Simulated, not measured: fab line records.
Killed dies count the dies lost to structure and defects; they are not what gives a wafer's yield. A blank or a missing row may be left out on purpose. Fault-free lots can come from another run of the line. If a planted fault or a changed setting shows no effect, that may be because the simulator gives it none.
fab line records ; flow sfq_line
[record] lots = 7; wafers = 21; last_day = 86
route steps=325 shown C5@246 M6@251
lots untouched by any fault: they come from a run of this same line in which no faults occurred
start_h: hours from the record's opening day to when the first of the lot's shown wafers began ; wait_h: hours elapsed since this lot's preceding step ; " the same as in the row above ; L1.1+2: a single row standing in for several wafers ; - no value present, or no start provided ; * or withheld: withheld ; < > ~ a bound
route shown NAME@n: a module of which the file shows steps, and the number in the route of the first ; usual: the fault-free wafers' mean and standard deviation ; same: alike in all rows ; chamber/n: place in a boat ; sites: the reading at each site ; _std_site: their standard deviation ; _edge_site: the outer-site mean with the inner-site mean subtracted ; radius_mm: for every site, how far away it sits from the centre of the wafer ; mask NAME#n: copy n ; behind: the most recent tool/chamber to have shaped the wafer ; hold: cause of the lot's hold/its duration in hours/its outcome ; device: transistor that didn't switch, given as n, p or np ; end of line: tests of these same wafers at the route's end ; step lacking rows: just its recipe ; killed: not the wafer's yield, but the dies lost to structure and defects at the first sort ; map: shows each die of a wafer: x if killed, . if not, _ if none is there
set.NAME: the run value of the setting; set.NAME@STEP: its run value at that earlier step ; model.NAME: the simulator's own value behind a step, which no gauge read
a table for each step, a row for each wafer; lots at some steps of the route
services: a tool's chamber out of use, with start hour (start_h, from the record's first day; less than 0 if before it), hours out, and reason
[[steps]]
[step SFQ_C5_OVL_MEAS_937]
[usual] C5_OVL = 1/4.9
lot.wafer;tool;chamber;start_h;wait_h;C5_OVL[nm]
L564.4;overlay-01;-;1500.05;0.1;-3
L564.5;overlay-01;-;1500.05;0.1;-3
L564.6;overlay-01;-;1500.05;0.1;7
L570.2;overlay-01;-;1521.76;0.1;-7
L570.4;overlay-01;-;1521.76;0.1;-8
L570.6;overlay-01;-;1521.76;0.1;-6
L572.2;overlay-02;-;1541.69;0.1;-3
L572.5;overlay-02;-;1541.69;0.1;-1
L572.6;overlay-02;-;1541.69;0.1;-9
L580.1;overlay-01;-;1593.63;0.1;0
L580.4;overlay-01;-;1593.63;0.1;8
L580.6;overlay-01;-;1593.63;0.1;6
L581.1;overlay-01;-;1594.83;0.1;-4
L581.3;overlay-01;-;1594.83;0.1;-2
L581.5;overlay-01;-;1594.83;0.1;-4
L582.4;overlay-01;-;1596.05;0.1;-3
L582.5;overlay-01;-;1596.05;0.1;4
L582.6;overlay-01;-;1596.05;0.1;0
L587.1;overlay-01;-;1614.72;0.1;4
L587.4;overlay-01;-;1614.72;0.1;6
L587.5;overlay-01;-;1614.72;0.1;-1
[step SFQ_TRILAYER_C5_BARC_OPEN_VIA_ETCH_210]
[recipe] mask_material = PR; chemistry = O2; target_depth_nm = 125; target = BARC; source_w = 500; bias_w = 80; pressure_mtorr = 30; time_s = 41.7
[usual] chamber_pressure_mTorr = 29.999/0.026; drypump_motor_current_A = 5.5/0.33; oes_product_au = 0.684/0.0047
lot.wafer;tool;chamber;start_h;wait_h;chamber_pressure_mTorr;drypump_motor_current_A;oes_product_au;rf_hours_counter_h
L564.4;rie_diel-01;0;1500.06;0.0;29.990;5.1;0.687;13
L564.5;rie_diel-01;0;1500.06;0.0;30.042;5.1;0.691;-
L564.6;rie_diel-01;3;1500.06;0.0;29.993;5.6;0.678;-
L570.2;rie_diel-01;1;1521.79;0.0;29.990;5.6;0.682;13
L570.4;rie_diel-01;0;1521.79;0.0;29.973;5.1;0.687;13
L570.6;rie_diel-01;2;1521.79;0.0;29.989;5.4;0.689;-
L572.2;rie_diel-02;3;1541.72;0.0;29.988;5.7;0.686;19
L572.5;rie_diel-02;2;1541.72;0.0;30.004;5.5;0.671;-
L572.6;rie_diel-02;1;1541.72;0.0;29.983;5.8;0.689;-
L580.1;rie_diel-01;1;1593.67;0.0;29.996;5.6;0.677;14
L580.4;rie_diel-01;2;1593.67;0.0;29.973;5.4;0.678;18
L580.6;rie_diel-01;1;1593.67;0.0;30.010;5.6;0.680;-
L581.1;rie_diel-02;2;1594.87;0.0;29.954;5.5;0.687;17
L581.3;rie_diel-02;0;1594.87;0.0;30.009;5.5;0.685;1
L581.5;rie_diel-02;0;1594.87;0.0;29.964;5.5;0.683;-
L582.4;rie_diel-01;1;1596.07;0.0;30.015;5.5;0.685;14
L582.5;rie_diel-01;3;1596.07;0.0;29.947;5.6;0.683;-
L582.6;rie_diel-01;2;1596.07;0.0;30.040;5.4;0.683;-
L587.1;rie_diel-01;2;1614.75;0.0;30.004;5.4;0.691;18
L587.4;rie_diel-01;0;1614.75;0.0;30.027;5.1;0.686;15
L587.5;rie_diel-01;2;1614.75;0.0;30.005;5.4;0.687;-
[step SFQ_TRILAYER_C5_ETCH_VIA_ETCH_154]
[recipe] target = SiO2; mask_material = PR; chemistry = CHF3; target_depth_nm = 84; source_w = 500; bias_w = 80; pressure_mtorr = 30; time_s = withheld; stop_on = Nb
[usual] chamber_pressure_mTorr = 30.002/0.028; drypump_motor_current_A = 5.5/0.33; oes_product_au = 0.894/0.0084
lot.wafer;tool;chamber;start_h;wait_h;chamber_pressure_mTorr;drypump_motor_current_A;oes_product_au
L564.4;rie_diel-01;0;1500.10;0.0;30.026;5.1;0.909
L564.5;rie_diel-01;0;1500.10;0.0;29.963;5.1;0.896
L564.6;rie_diel-01;3;1500.10;0.0;29.992;5.6;0.902
L570.2;rie_diel-01;1;1521.83;0.0;30.022;5.5;0.889
L570.4;rie_diel-01;0;1521.83;0.0;29.987;5.1;0.896
L570.6;rie_diel-01;2;1521.83;0.0;30.054;5.4;0.900
L572.2;rie_diel-02;3;1541.76;0.0;30.020;5.8;0.889
L572.5;rie_diel-02;2;1541.76;0.0;29.983;5.5;0.898
L572.6;rie_diel-02;1;1541.76;0.0;30.015;5.7;0.899
L580.1;rie_diel-01;1;1593.71;0.0;30.032;5.5;0.895
L580.4;rie_diel-01;2;1593.71;0.0;30.019;5.4;0.897
L580.6;rie_diel-01;1;1593.71;0.0;29.999;5.6;0.904
L581.1;rie_diel-02;2;1594.91;0.0;30.014;5.5;0.880
L581.3;rie_diel-02;0;1594.91;0.0;30.015;5.5;0.888
L581.5;rie_diel-02;0;1594.91;0.0;30.003;5.5;0.896
L582.4;rie_diel-01;1;1596.11;0.0;30.008;5.5;0.903
L582.5;rie_diel-01;3;1596.11;0.0;29.979;5.6;0.904
L582.6;rie_diel-01;2;1596.11;0.0;29.967;5.4;0.891
L587.1;rie_diel-01;2;1614.79;0.0;30.043;5.4;0.896
L587.4;rie_diel-01;0;1614.79;0.0;30.002;5.1;0.896
L587.5;rie_diel-01;2;1614.79;0.0;30.013;5.4;0.896
[step SFQ_TRILAYER_C5_STRIP_STRIP_155]
[recipe] gas = O2; power_w = 200; platen_temp_c = 40; overash_fraction = 0.65; chemistry = O2; pressure_mtorr = 50
[usual] chamber_pressure_mTorr = 50.00/0.048; drypump_motor_current_A = 6.0/0.42; oes_product_au = 0.998/0.013
lot.wafer;tool;chamber;start_h;wait_h;chamber_pressure_mTorr;drypump_motor_current_A;oes_product_au;rf_hours_counter_h
L564.4;rie_metal-03;0;1500.35;-;49.98;6.2;0.996;-
L564.5;rie_metal-03;1;1500.35;-;50.00;6.5;1.003;-
L564.6;rie_metal-03;0;1500.35;-;49.99;6.2;0.988;-
L570.2;rie_metal-02;0;1521.88;-;49.99;5.4;0.999;100
L570.4;rie_metal-02;1;1521.88;-;50.00;6.2;1.015;-
L570.6;rie_metal-02;0;1521.88;-;49.98;5.4;0.999;-
L572.2;rie_metal-03;1;1541.80;-;50.07;6.6;0.998;137
L572.5;rie_metal-03;1;1541.80;-;50.03;6.6;0.987;-
L572.6;rie_metal-03;0;1541.80;-;49.99;6.2;1.000;-
L580.1;rie_metal-04;1;1593.75;-;49.99;5.6;0.994;71
L580.4;rie_metal-04;0;1593.75;-;50.04;5.7;0.976;-
L580.6;rie_metal-04;0;1593.75;-;50.01;5.7;0.970;-
L581.1;rie_metal-03;1;1594.95;-;50.01;6.6;0.995;146
L581.3;rie_metal-03;1;1594.95;-;49.94;6.6;1.005;-
L581.5;rie_metal-03;1;1594.95;-;50.00;6.6;1.007;-
L582.4;rie_metal-04;0;1596.35;-;49.99;5.7;0.982;-
L582.5;rie_metal-04;0;1596.35;-;50.01;5.7;0.981;-
L582.6;rie_metal-04;1;1596.35;-;49.95;5.6;1.001;-
L587.1;rie_metal-02;0;1614.84;-;50.01;5.4;1.007;112
L587.4;rie_metal-02;1;1614.84;-;50.07;6.2;1.009;-
L587.5;rie_metal-02;1;1614.84;-;50.06;6.2;1.022;-
[step SFQ_TRILAYER_C5_STRIP_SOLV_CLEAN_156]
[recipe] chemistry = NMP; temp_c = 70; time_s = 600
[step SFQ_TRILAYER_M6_DEP_PRE_CLEAN_158]
[recipe] gas = Ar; time_s = 22.5; bias_v = 250
[step SFQ_TRILAYER_M6_DEP_SPUTTER_157]
[recipe] material = Nb; base_pressure_pa = 1.33e-06; chamber_pressure_pa = 0.1333; substrate_temp_c = 20; target_thk_nm = 200; power_w = 2000; time_s = 133.3
[usual] throttle_valve_pct = 29.3/0.81
lot.wafer;tool;chamber;start_h;wait_h;throttle_valve_pct
L564.4;pvd_sputter-05;-;1500.96;0.0;29.1
L564.5;pvd_sputter-05;-;1500.96;0.0;29.6
L564.6;pvd_sputter-05;-;1500.96;0.0;29.7
L570.2;pvd_sputter-03;-;1522.68;0.0;30.5
L570.4;pvd_sputter-03;-;1522.68;0.0;30.0
L570.6;pvd_sputter-03;-;1522.68;0.0;28.5
L572.2;pvd_sputter-05;-;1542.61;0.0;29.8
L572.5;pvd_sputter-05;-;1542.61;0.0;28.8
L572.6;pvd_sputter-05;-;1542.61;0.0;28.9
L580.1;pvd_sputter-06;-;1594.56;0.0;29.6
L580.4;pvd_sputter-06;-;1594.56;0.0;29.2
L580.6;pvd_sputter-06;-;1594.56;0.0;27.7
L581.1;pvd_sputter-03;-;1595.76;0.0;30.0
L581.3;pvd_sputter-03;-;1595.76;0.0;28.9
L581.5;pvd_sputter-03;-;1595.76;0.0;28.5
L582.4;pvd_sputter-05;-;1596.96;0.0;29.9
L582.5;pvd_sputter-05;-;1596.96;0.0;28.8
L582.6;pvd_sputter-05;-;1596.96;0.0;29.7
L587.1;pvd_sputter-03;-;1615.65;0.0;29.9
L587.4;pvd_sputter-03;-;1615.65;0.0;30.4
L587.5;pvd_sputter-03;-;1615.65;0.0;29.9
[step SFQ_M6_RS_MEAS_938]
[recipe] thk_meas_gauge = four-point-probe; reads = Nb_of_TRILAYER_M6_DEP_SPUTTER_157
[usual] M6_NB_RS = 0.882/0.012
lot.wafer;tool;chamber;start_h;wait_h;M6_NB_RS[ohm/sq]
L564.4;film_metro-01;-;1501.11;0.1;0.884
L564.5;film_metro-01;-;1501.11;0.1;0.869
L564.6;film_metro-01;-;1501.11;0.1;0.874
L570.2;film_metro-01;-;1522.79;0.1;0.881
L570.4;film_metro-01;-;1522.79;0.1;0.876
L570.6;film_metro-01;-;1522.79;0.1;0.872
L572.2;film_metro-02;-;1542.72;0.1;0.884
L572.5;film_metro-02;-;1542.72;0.1;0.898
L572.6;film_metro-02;-;1542.72;0.1;0.898
L580.1;film_metro-04;-;1594.65;0.0;0.856
L580.4;film_metro-04;-;1594.65;0.0;0.881
L580.6;film_metro-04;-;1594.65;0.0;0.873
L581.1;film_metro-02;-;1595.85;0.0;0.889
L581.3;film_metro-02;-;1595.85;0.0;0.887
L581.5;film_metro-02;-;1595.85;0.0;0.889
L582.4;film_metro-01;-;1597.11;0.1;0.898
L582.5;film_metro-01;-;1597.11;0.1;0.890
L582.6;film_metro-01;-;1597.11;0.1;0.894
L587.1;film_metro-02;-;1615.74;0.0;0.886
L587.4;film_metro-02;-;1615.74;0.0;0.884
L587.5;film_metro-02;-;1615.74;0.0;0.882
[step SFQ_TRILAYER_M6_LITHO_COAT_164]
[recipe] resist = BARC; spin_rpm = 3000; resist_thk_nm = 62
[step SFQ_TRILAYER_M6_LITHO_COAT_159]
[recipe] resist = KrF; spin_rpm = 3000; resist_thk_nm = 600
[step SFQ_TRILAYER_M6_LITHO_SOFTBAKE_163]
[recipe] temp_c = withheld; time_s = withheld; resist = KrF
[step SFQ_TRILAYER_M6_LITHO_EXPOSE_160]
[recipe] mask_id = M6; na = 0.6; source_shape = conventional; sigma_outer = 0.65; target_cd_nm = 500; dose_mj = 14.4
[usual] exposure_dose_mJ_cm2 = 14.402/0.014; focus_offset_nm = 0.2/0.56; na = 0.6/0; reticle_temp_C = 23.00/0.11; stage_vel_mm_s = 500.04/0.28
lot.wafer;tool;chamber;start_h;wait_h;mask;exposure_dose_mJ_cm2;focus_offset_nm;na;reticle_temp_C;stage_vel_mm_s
L564.4;krf_scanner-01;0;1502.73;-;M6#0;14.391;-0.1;0.6;22.90;499.88
L564.5;krf_scanner-01;0;1502.73;-;M6#0;14.400;-1.0;0.6;22.90;499.91
L564.6;krf_scanner-01;0;1502.73;-;M6#0;14.398;0.3;0.6;22.92;499.78
L570.2;krf_scanner-02;0;1638.13;-;M6#0;14.409;0.8;0.6;22.95;499.62
L570.4;krf_scanner-02;0;1638.13;-;M6#0;14.403;1.2;0.6;23.07;500.27
L570.6;krf_scanner-02;0;1638.13;-;M6#0;14.389;0.6;0.6;22.84;500.28
L572.2;krf_scanner-02;0;1666.93;-;M6#0;14.408;-0.2;0.6;22.85;500.39
L572.5;krf_scanner-02;0;1666.93;-;M6#0;14.416;0.4;0.6;22.83;499.99
L572.6;krf_scanner-02;0;1666.93;-;M6#0;14.399;0.2;0.6;22.99;500.12
L580.1;krf_scanner-01;-;1706.46;-;M6#0;-;-;-;-;-
L580.4;krf_scanner-01;-;1706.46;-;M6#0;-;-;-;-;-
L580.6;krf_scanner-01;-;1706.46;-;M6#0;-;-;-;-;-
L581.1;krf_scanner-01;-;1707.66;-;M6#0;-;-;-;-;-
L581.3;krf_scanner-01;-;1707.66;-;M6#0;-;-;-;-;-
L581.5;krf_scanner-01;-;1707.66;-;M6#0;-;-;-;-;-
L582.4;krf_scanner-01;-;1711.86;-;M6#0;-;-;-;-;-
L582.5;krf_scanner-01;-;1711.86;-;M6#0;-;-;-;-;-
L582.6;krf_scanner-01;-;1711.86;-;M6#0;-;-;-;-;-
L587.1;krf_scanner-02;0;1717.38;-;M6#0;14.395;0.6;0.6;22.85;500.19
L587.4;krf_scanner-02;0;1717.38;-;M6#0;14.389;0.1;0.6;23.01;500.35
L587.5;krf_scanner-02;0;1717.38;-;M6#0;14.393;0.7;0.6;23.06;499.94
[step SFQ_TRILAYER_M6_LITHO_PEB_162]
[recipe] peb_temp_c = 115; peb_time_s = 60; resist = KrF
[[services]]
tool;chamber;start_h;hours;kind
pvd_sputter-05;-;1484.40;2.7;repair
rie_diel-01;-;1496.27;0.6;repair
rie_diel-01;-;1517.92;2.8;pm
krf_scanner-02;-;1518.08;1.0;pm
krf_scanner-01;-;1552.53;0.8;pm
rie_metal-03;0;1555.44;6.7;repair
pvd_sputter-03;-;1562.74;6.2;repair
rie_metal-03;1;1566.50;1.8;repair
pvd_sputter-03;-;1570.17;0.9;repair
pvd_sputter-05;-;1580.75;10.1;repair
krf_scanner-02;-;1582.31;0.2;repair
krf_scanner-02;-;1582.61;0.2;repair
krf_scanner-01;-;1583.50;1.3;pm
krf_scanner-02;-;1590.83;1.3;pm
pvd_sputter-05;-;1599.61;3.8;repair
rie_metal-03;-;1611.13;14.6;pm
rie_diel-01;1;1631.10;10.0;repair
krf_scanner-01;-;1634.42;1.0;pm
rie_metal-03;-;1641.04;2.8;pm
rie_diel-02;-;1646.72;2.8;pm
krf_scanner-02;-;1687.13;1.0;pm
rie_diel-01;-;1689.45;0.1;repair
pvd_sputter-05;-;1702.45;1.7;repair
pvd_sputter-03;-;1714.19;3.8;repair
[[key]]
[first_sign] step = SFQ_TRILAYER_M6_LITHO_EXPOSE_160; reading = tool_record; direction = missing
effect none on later readings
met_at SFQ_TRILAYER_M6_LITHO_EXPOSE_160
struck_wafers L580.1,L580.4,L580.6,L581.1,L581.3,L581.5,L582.4,L582.5,L582.6
onset_between 1502.73 1706.46
[fault] kind = skipped_step_whole; tool = krf_scanner-01; chamber = -; onset_h = 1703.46; steps = SFQ_TRILAYER_M6_LITHO_EXPOSE_160; scope = struck_lots_only
